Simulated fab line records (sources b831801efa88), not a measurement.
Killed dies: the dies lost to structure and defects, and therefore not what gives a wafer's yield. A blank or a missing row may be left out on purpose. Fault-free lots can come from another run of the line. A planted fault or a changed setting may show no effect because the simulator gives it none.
The tool behind it: which one?	flow sfq-line	Sampling: 14 lots, 42 wafers, 2 of 325 route steps

WHAT THE GAUGES SHOWED, per wafer
SFQ_M0_RS_MEAS_904: the measuring method here is four-point-probe. Usual: M0_NB_RS gives 0.888 ohm/sq (standard deviation 0.0088).
lot	measured	on	M0_NB_RS (ohm/sq)	flag
L556	day 7 01:23	film-metro-04	0.885 0.893 0.892	
L557	day 7 07:20	film-metro-03	0.891 0.885 0.888	
L558	day 7 10:59	film-metro-03	0.889 0.889 0.886	
L559	day 7 18:08	film-metro-03	0.894 0.889 0.883	
L561	day 8 10:25	film-metro-01	0.884 0.883 0.876	
L563	day 9 00:49	film-metro-01	0.886 0.890 0.887	
L566	day 9 14:03	film-metro-01	0.880 0.888 1.209 0.882 0.887 1.209	OFF
L570	day 9 23:37	film-metro-03	1.221 1.240 0.891 1.220 1.238 0.888	OFF
L572	day 11 17:39	film-metro-03	0.886 0.881 0.885	
L573	day 12 03:14	film-metro-04	0.891 0.883 0.883	
L575	day 12 20:01	film-metro-04	0.894 0.895 0.893	
L576	day 13 02:01	film-metro-03	0.887 0.885 0.879	
L577	day 13 11:37	film-metro-01	0.891 0.897 0.887	
L579	day 14 10:13	film-metro-03	0.902 0.892 0.895	

EACH LOT AND THE TOOL THAT RAN IT (in order: tool; ch and the chambers of the sampled wafers; start)
lot	SFQ_TRILAYER_M0_DEP_SPUTTER_019
L556	pvd-sputter-04, day 7 01:14
L557	pvd-sputter-06, day 7 07:14
L558	pvd-sputter-05, day 7 10:50
L559	pvd-sputter-04, day 7 18:02
L561	pvd-sputter-06, day 8 10:19
L563	pvd-sputter-05, day 9 00:43
L566	pvd-sputter-04, day 9 13:55
L570	pvd-sputter-04, day 9 23:32
L572	pvd-sputter-05, day 11 17:31
L573	pvd-sputter-06, day 12 03:07
L575	pvd-sputter-05, day 12 19:55
L576	pvd-sputter-04, day 13 01:55
L577	pvd-sputter-05, day 13 11:31
L579	pvd-sputter-06, day 14 10:07
- SFQ_TRILAYER_M0_DEP_SPUTTER_019: material Nb, target thk 200 nm, time 133.3 s.

AS READ BY THE TOOLS THEMSELVES (means over the sampled wafers that have a number; for cases with no such wafer, the mark the record gives instead)
SFQ_TRILAYER_M0_DEP_SPUTTER_019. Usual: throttle-valve-pct at 30.0 %, with a standard deviation of 0.84.
lot	tool	throttle-valve-pct (%)	flag
L556	pvd-sputter-04	30.8	
L557	pvd-sputter-06	29.6	
L558	pvd-sputter-05	29.5	
L559	pvd-sputter-04	30.8	
L561	pvd-sputter-06	30.4	
L563	pvd-sputter-05	29.4	
L566	pvd-sputter-04	31.3	
L570	pvd-sputter-04	30.9	
L572	pvd-sputter-05	29.2	
L573	pvd-sputter-06	30.3	
L575	pvd-sputter-05	29.5	
L576	pvd-sputter-04	30.9	
L577	pvd-sputter-05	29.7	
L579	pvd-sputter-06	30.3	

THE ANSWER, worked out from the rows above alone
Rule: take the mean of a lot's wafers that have a number; if it is more than 3 standard deviations from the usual mean, the lot is off. A lot without any number at a reading at which 4 lots or more have one is off too. All remaining lots with rows at the step are treated as sound. The gauges are gone through in route order, then the tools' own readings, and for those a lot's mean is taken as printed above. At the first step where some lot is off, the reading lying furthest off is the one used; lots without a number count as furthest.
Off: L566, L570, at SFQ_M0_RS_MEAS_904 (M0_NB_RS).
A tool fits if, at a process step before that reading, it ran every lot that is off, and no sound lot after the first of them. Those tools and the gauges at SFQ_M0_RS_MEAS_904 are tried in the same way. Not one of the candidates tried fits.

WHAT HAD BEEN PUT IN BY THE SIMULATOR
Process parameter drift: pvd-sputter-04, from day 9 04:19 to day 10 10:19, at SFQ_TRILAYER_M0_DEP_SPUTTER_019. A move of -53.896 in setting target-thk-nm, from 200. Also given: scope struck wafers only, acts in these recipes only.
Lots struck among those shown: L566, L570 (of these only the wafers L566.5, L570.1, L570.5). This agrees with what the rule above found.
